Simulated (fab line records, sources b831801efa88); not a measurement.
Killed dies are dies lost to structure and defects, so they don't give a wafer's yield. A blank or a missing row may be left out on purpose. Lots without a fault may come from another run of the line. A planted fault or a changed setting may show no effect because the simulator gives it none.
A struck lot beside a sound one | flow sfq_line | 42 steps out of a route of 325
Sound: wafers L412.1, L412.3, L412.5. Struck: wafers L410.1, L410.4, L410.5. The cause comes at the end.
At each step with rows: each side's tool, then ch and its chambers, then its first start. Under that, the readings that differ: sound wafers | struck wafers | difference of the means | sigmas: that difference in standard deviations of wafers without a fault.
alike: readings whose means differ by less than 2 such deviations, and words and numbers that are the same on both sides. not compared: withheld readings, readings that some wafer has no value for, bounds like >300 that may hide the same value, and numbers for which the record gives no deviation and whose values overlap.
The two part at a step that has a row with sigmas, a row that says differs or no value, or rows on one side only. Numbers that don't overlap but have no deviation are shown without sigmas and don't part them. A reading that every wafer of one side lacks parts them only if that side has two wafers or more.

SFQ_M0_OVL_MEAS_906:
  sound on overlay-01, day 13 19:50; struck on overlay-01, day 13 08:54
  alike: M0_OVL
then, 2 steps without rows for these wafers: SFQ_TRILAYER_M0_BARC_OPEN_METAL_ETCH_031 (etches BARC in O2, target depth 125 nm, time 41.7 s); SFQ_TRILAYER_M0_ETCH_METAL_ETCH_024 (etches Nb in Cl2/Ar, stops on SiO2, target depth 240 nm, time 120 s).
SFQ_TRILAYER_M0_STRIP_STRIP_025: strips in O2.
  sound on rie_metal-02 ch 0,1, day 13 20:03; struck on rie_metal-04 ch 0,1, day 13 09:07
  alike: drypump_motor_current_A, oes_product_au
  not compared: rf_hours_counter_h
then, 3 steps without rows for these wafers: SFQ_TRILAYER_M0_STRIP_SOLV_CLEAN_026 (cleans in NMP, time 600 s); SFQ_TRILAYER_I0_DEP_PECVD_027 (deposits SiO2 from SiH4/N2O, time 111.11 s, target thk 500 nm); SFQ_TRILAYER_I0_CMP_CMP_028 (polishes SiO2).
SFQ_I0_BOW_MEAS_907:
  sound on film_metro-04, day 14 12:05; struck on film_metro-04, day 14 00:35
  alike: I0_BOW
SFQ_TRILAYER_I0_METRO_MEASURE_029:
  sound on film_metro-04, day 14 12:12; struck on film_metro-04, day 14 00:42
  alike: thk_nm
then, 3 steps without rows for these wafers: SFQ_TRILAYER_I0_VIA_LITHO_COAT_036 (resist thk 62 nm); SFQ_TRILAYER_I0_VIA_LITHO_COAT_031 (resist thk 650 nm); SFQ_TRILAYER_I0_VIA_LITHO_SOFTBAKE_035.
-- the record jumps here: 5 days lie between the struck wafers' starts before and after --
SFQ_TRILAYER_I0_VIA_LITHO_EXPOSE_032: exposes mask I0, target cd 500 nm.
  sound on krf_scanner-01 ch 0, day 20 00:44; struck on krf_scanner-02 ch 0, day 19 09:00
  reading                    | sound             | struck            | difference | sigmas
  model.I0.overlay_x_nm (nm) | 3.467 3.467 3.467 | 63.31 63.31 63.31 | +59.84     |
  alike: mask, exposure_dose_mJ_cm2, focus_offset_nm
then, 2 steps without rows for these wafers: SFQ_TRILAYER_I0_VIA_LITHO_PEB_034 (peb time 60 s); SFQ_TRILAYER_I0_VIA_LITHO_DEVELOP_033 (time 60 s).
SFQ_I0_OVL_MEAS_908:
  sound on overlay-02, day 20 02:14; struck on overlay-02, day 19 10:30
  reading     | sound | struck   | difference | sigmas
  I0_OVL (nm) | 2 1 5 | 61 59 60 | +57        | +12
then, 1 step without rows for these wafers: SFQ_TRILAYER_I0_VIA_BARC_OPEN_VIA_ETCH_046 (etches BARC in O2, target depth 125 nm, time 41.7 s).
SFQ_TRILAYER_I0_VIA_ETCH_VIA_ETCH_034: etches SiO2 in CHF3, stops on Nb, target depth 260 nm.
  sound on rie_diel-01 ch 0,1,3, day 20 02:18; struck on rie_diel-01 ch 0,2,3, day 19 10:35
  alike: bias_w, drypump_motor_current_A, oes_product_au
then, 4 steps without rows for these wafers: SFQ_TRILAYER_I0_VIA_STRIP_STRIP_035 (strips in O2); SFQ_TRILAYER_I0_VIA_STRIP_SOLV_CLEAN_036 (cleans in NMP, time 600 s); SFQ_TRILAYER_M1_DEP_PRE_CLEAN_038 (time 22.5 s); SFQ_TRILAYER_M1_DEP_SPUTTER_037 (material Nb, target thk 200 nm, time 133.3 s).
SFQ_M1_RS_MEAS_909: measures by four-point-probe.
  sound on film_metro-01, day 20 03:19; struck on film_metro-04, day 19 11:35
  reading           | sound             | struck            | difference | sigmas
  M1_NB_RS (ohm/sq) | 0.896 0.901 0.902 | 0.874 0.884 0.867 | -0.025     | -3
then, 6 steps without rows for these wafers: SFQ_TRILAYER_M1_LITHO_COAT_044 (resist thk 62 nm); SFQ_TRILAYER_M1_LITHO_COAT_039 (resist thk 600 nm); SFQ_TRILAYER_M1_LITHO_SOFTBAKE_043; SFQ_TRILAYER_M1_LITHO_EXPOSE_040 (exposes mask M1, target cd 500 nm); SFQ_TRILAYER_M1_LITHO_PEB_042 (peb time 60 s); SFQ_TRILAYER_M1_LITHO_DEVELOP_041 (time 60 s).
SFQ_M1_OVL_MEAS_911:
  sound on overlay-02, day 20 20:02; struck on overlay-01, day 19 14:01
  alike: M1_OVL
SFQ_TRILAYER_M1_BARC_OPEN_METAL_ETCH_054: etches BARC in O2, target depth 125 nm, time 41.7 s.
  sound on rie_metal-02 ch 1, day 20 20:04; struck on rie_metal-02 ch 0,1, day 19 14:03
  alike: bias_w, drypump_motor_current_A, oes_product_au
  not compared: rf_hours_counter_h
SFQ_TRILAYER_M1_ETCH_METAL_ETCH_042: etches Nb in Cl2/Ar, stops on SiO2, target depth 240 nm, time 120 s.
  sound on rie_metal-02 ch 1, day 20 20:07; struck on rie_metal-02 ch 0,1, day 19 14:07
  alike: bias_w, drypump_motor_current_A, oes_product_au
  not compared: rf_hours_counter_h
then, 4 steps without rows for these wafers: SFQ_TRILAYER_M1_STRIP_STRIP_043 (strips in O2); SFQ_TRILAYER_M1_STRIP_SOLV_CLEAN_044 (cleans in NMP, time 600 s); SFQ_TRILAYER_I1_DEP_PECVD_045 (deposits SiO2 from SiH4/N2O, time 111.11 s, target thk 500 nm); SFQ_TRILAYER_I1_CMP_CMP_046 (polishes SiO2).
SFQ_I1_BOW_MEAS_912:
  sound on film_metro-03, day 21 01:54; struck on film_metro-03, day 19 18:07
  alike: I1_BOW
then, 4 steps without rows for these wafers: SFQ_TRILAYER_I1_METRO_MEASURE_047; SFQ_TRILAYER_I1_VIA_LITHO_COAT_054 (resist thk 62 nm); SFQ_TRILAYER_I1_VIA_LITHO_COAT_049 (resist thk 650 nm); SFQ_TRILAYER_I1_VIA_LITHO_SOFTBAKE_053.
-- the record jumps here: 58 days lie between the struck wafers' starts before and after --
SFQ_M8_BOW_MEAS_951:
  sound on film_metro-04, day 79 09:53; struck on film_metro-03, day 77 12:14
  alike: M8_BOW
  not compared: model.etest.i0.link_ohm

WHERE THEY PART
First at SFQ_I0_OVL_MEAS_908; last, within this record, at SFQ_M1_RS_MEAS_909. Later steps at which nothing parts them and some readings are alike: SFQ_M1_OVL_MEAS_911, SFQ_TRILAYER_M1_BARC_OPEN_METAL_ETCH_054, SFQ_TRILAYER_M1_ETCH_METAL_ETCH_042, SFQ_I1_BOW_MEAS_912, SFQ_M8_BOW_MEAS_951.

WHY: what the simulator had put in
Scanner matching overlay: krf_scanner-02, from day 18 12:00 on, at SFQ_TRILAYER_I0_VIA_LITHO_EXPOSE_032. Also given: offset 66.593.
